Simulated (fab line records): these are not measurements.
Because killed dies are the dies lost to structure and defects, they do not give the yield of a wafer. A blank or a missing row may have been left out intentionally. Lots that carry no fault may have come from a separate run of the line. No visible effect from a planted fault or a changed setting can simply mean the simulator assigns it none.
A lot that was struck, set against a sound lot / flow sky130 / 16 steps out of a route of 708
Sound: wafers L595.2, L595.4, L595.5. Struck: wafers L602.2, L602.4 (left out: L602.1, a lot-mate that was not struck); the cause follows at the end.
Per side, at each step with rows, come the tool, then ch with its chambers, and then its first start. Under that, the readings that differ: sound wafers / struck wafers / difference of the means / sigmas: that difference in standard deviations of wafers without a fault.
alike: readings with means less than 2 such deviations apart, plus words and numbers identical on both sides. not compared: withheld readings, readings lacking a value on some wafer, bounds such as >300 that could conceal the same value, and numbers that have no deviation in the record and whose values overlap.
A row with sigmas, a row that says differs or no value, or rows on one side alone: a step with any of these is where the two part. Non-overlapping numbers with no deviation appear without sigmas and do not part them. A reading that every wafer of one side lacks parts them only if that side has two wafers or more.

first, 7 steps without rows for these wafers: SKY_METAL3_HMDS_06 (prime time 60 s); SKY_METAL3_COAT_07 (resist thk 60 nm); SKY_METAL3_COAT_08 (resist thk 1140 nm); SKY_METAL3_SOFTBAKE_09 (time 90 s); SKY_METAL3_EXPOSE_10 (exposes mask MM3, target cd 300 nm); SKY_METAL3_PEB_11; SKY_METAL3_DEVELOP_12 (develop time 60 s).
SKY_METAL3_CD_MEAS_13: target cd 300 nm.
  sound on cdSem-02, day 41 20:03; struck on cdSem-01, day 43 20:44
  alike: cdNm
SKY_METAL3_OVL_MEAS_14:
  sound on overlay-02, day 41 20:10; struck on overlay-01, day 43 20:51
  alike: METAL3_OVL
SKY_METAL3_DESCUM_15: chemistry O2, time 8 s.
  sound on rieMetal-01 ch 0, day 41 20:11; struck on rieMetal-02 ch 0, day 43 20:53
  alike: drypumpMotorCurrentA, oesProductAu
  not compared: rfHoursCounterH
SKY_METAL3_ETCH_16: etches BARC in N2/H2, stops on SiO2, time 88.2 s, target depth 60 nm.
  sound on rieMetal-01 ch 0, day 41 20:13; struck on rieMetal-02 ch 0, day 43 20:55
  alike: drypumpMotorCurrentA, oesProductAu, throttleValvePct
  not compared: rfHoursCounterH
SKY_METAL3_ETCH_17: etches SiO2 in C4F8/O2/Ar, stops on TiN, time 3.9 s, target depth 15 nm.
  sound on rieDiel-04 ch 0,1,3, day 41 20:19; struck on rieDiel-04 ch 1,3, day 43 21:01
  alike: oesProductAu
SKY_METAL3_METAL_ETCH_18: etches the open film in Cl2/BCl3, stops on SiO2, target depth 845 nm, time 183.1 s.
  sound on rieMetal-03 ch 0,1, day 41 20:20; struck on rieMetal-03 ch 1, day 43 21:02
reading=model.KrF-thick_of_METAL3_COAT_08.thkNm (nm); sound=528.3 525.7 510.9; struck=610.2 609.2; difference=+88.1; sigmas=
reading=model.METAL3.cdNm (nm); sound=302.3 305.2 300.4; struck=315.7 315.4; difference=+12.9; sigmas=
reading=model.SiO2_of_VIA2_HDPCVD_00.thkNm (nm); sound=466.6 467.7 466; struck=468.2 468; difference=+1.3; sigmas=
  alike: bcl3FlowSccm, drypumpMotorCurrentA, mfcCl2Sccm, oesProductAu, throttleValvePct
  not compared: rfHoursCounterH
SKY_METAL3_STRIP_19: strips in O2/N2.
  sound on plasmaAsher-01 ch 0,1, day 41 20:31; struck on plasmaAsher-02 ch 1, day 43 21:13
reading=oesProductAu (a.u.); sound=0.509 0.500 0.494; struck=0.538 0.532; difference=+0.034; sigmas=+5
reading=stripTimeToEndpointS (s); sound=6.57 6.53 6.37; struck=7.37 7.34; difference=+0.87; sigmas=+10
  alike: drypumpMotorCurrentA
  not compared: rfHoursCounterH
then, 1 step without rows for these wafers: SKY_METAL3_STRIP_20 (strips in post etch residue remover, time 1200 s).
-- the record jumps here: 6 days lie between the struck wafers' starts before and after (it left off in module METAL3 and takes up again in module PAD_OPEN, whose first step shown is number 708 of the route) --
SKY_PAD_OPEN_PROBE_99:
  sound on prober-02, day 48 11:49; struck on prober-01, day 50 03:11
reading=model.etest.met3.widthNm (nm); sound=302.5 306.7 301.2; struck=315.8 315.4; difference=+12.1; sigmas=
reading=model.etest.met3.lineOhmUm; sound=0.1426 0.1404 0.1426; struck=0.1361 0.1369; difference=-0.0054; sigmas=
  not compared: model.etest.met3Comb.leakLog10AUm

WHERE THEY PART
SKY_METAL3_STRIP_19 only, going by this record.

WHY: whatever the simulator had introduced
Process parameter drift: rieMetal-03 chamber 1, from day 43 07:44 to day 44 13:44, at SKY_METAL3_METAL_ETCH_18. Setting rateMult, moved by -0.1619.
